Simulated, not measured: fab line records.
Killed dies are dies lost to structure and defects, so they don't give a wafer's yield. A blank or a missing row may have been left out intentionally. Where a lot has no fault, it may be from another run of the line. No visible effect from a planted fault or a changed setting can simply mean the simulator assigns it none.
Matching of chambers | flow sky130 | hdpcvd-01 running SKY_LI_CONTACT_HDPCVD_00: 3 sister chambers
The step deposits PSG, target thk 930 nm, time 155 s. 6 wafers are shown with their chamber, then 7 later ones without.

EACH WAFER AND ITS CHAMBER
wafer  | chamber | pressure_mtorr (mTorr)
L077.4 | 0       | 6.005
L077.6 | 2       | 6.020
L079.5 | 0       | 5.994
L079.6 | 1       | 5.981
L083.4 | 2       | 5.989
L083.5 | 1       | 6.007

WAFERS WHOSE CHAMBER IS MISSING
wafer  | pressure_mtorr (mTorr)
L083.6 | 6.011
L086.1 | 5.979
L086.2 | 6.024
L086.4 | 6.018
L097.1 | 5.985
L097.5 | 5.998
L097.6 | 6.005

CHAMBER TAKEN BY EACH
wafer  | from the rows above          | in truth
L083.6 | can't be placed: 2 or 0 or 1 | 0
L086.1 | can't be placed: 1 or 0 or 2 | 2
L086.2 | can't be placed: 2 or 0 or 1 | 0
L086.4 | can't be placed: 2 or 0 or 1 | 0
L097.1 | can't be placed: 1 or 0 or 2 | 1
L097.5 | can't be placed: 0 or 1 or 2 | 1
L097.6 | can't be placed: 2 or 0 or 1 | 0
0 of 7 placed correctly. Unplaceable from these rows: 7, with the true chamber sitting among the candidates in 7. Placed wrongly: 0.
How it was worked out, from the rows above alone: a wafer's distance from a chamber is the root of the sum, over the readings, of the square of ((its reading less the chamber's mean) divided by the reading's scatter). The wafer belongs to the nearest chamber; if the next one is less than 2 further off, it can't be placed. A chamber's mean is the mean of its shown wafers. The scatter is the square root of a quotient: the sum, over the shown wafers, of each reading's squared deviation from its chamber's mean, divided by wafers minus chambers.
